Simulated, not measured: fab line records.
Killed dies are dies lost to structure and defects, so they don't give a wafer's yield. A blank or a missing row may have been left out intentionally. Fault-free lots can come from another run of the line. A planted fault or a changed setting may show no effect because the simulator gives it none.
Which tool did it? || flow gf180mcu || 7 lots (21 wafers sampled), 1 step of a 602-step route

## WHAT THE GAUGES READ, wafer by wafer
GF_HV_LDD_OVL_MEAS_20.
{"lot": "L378", "measured": "day 11 22:38", "on": "overlay-01", "HV_LDD_01_OVL (nm)": "2.4 -1.7 -1.2"}
{"lot": "L381", "measured": "day 12 22:56", "on": "overlay-01", "HV_LDD_01_OVL (nm)": "-0.3 -0.5 -2.2"}
{"lot": "L383", "measured": "day 13 21:00", "on": "overlay-01", "HV_LDD_01_OVL (nm)": "1.6 -0.1 1.6"}
{"lot": "L386", "measured": "day 14 15:41", "on": "overlay-02", "HV_LDD_01_OVL (nm)": "0.2 -1.1 0.2"}
{"lot": "L390", "measured": "day 16 02:20", "on": "overlay-01", "HV_LDD_01_OVL (nm)": "1.7 1.5 0.8"}
{"lot": "L393", "measured": "day 17 00:14", "on": "overlay-02", "HV_LDD_01_OVL (nm)": "2.4 0.5 2.5"}
{"lot": "L397", "measured": "day 18 00:37", "on": "overlay-01", "HV_LDD_01_OVL (nm)": "-0.2 0.5 -0.6"}

## TOOL THAT RAN EACH LOT (tool first, then ch and the chambers of the sampled wafers, then the start)
Before these readings, the record contains no process step.

## THE ANSWER, worked out from the rows above alone
Rule: the usual values come from the lots themselves. The widest of any qualifying gaps counts: lots, ordered by their means at a reading, are off when they make up no more than a third of the lots, leave a main group of 4 or more, and stand apart from it by 3 or more times the standard deviation of that group's means. If all means in a main group match to the digits the tables above print for the reading, that group is not used. Also off: a lot with no number at a reading for which 4 or more lots have one. Any other lot the step has rows for is counted as sound.
No lot is off at any reading shown: from this, nothing can be told.

## WHAT THE SIMULATOR HAD PUT IN
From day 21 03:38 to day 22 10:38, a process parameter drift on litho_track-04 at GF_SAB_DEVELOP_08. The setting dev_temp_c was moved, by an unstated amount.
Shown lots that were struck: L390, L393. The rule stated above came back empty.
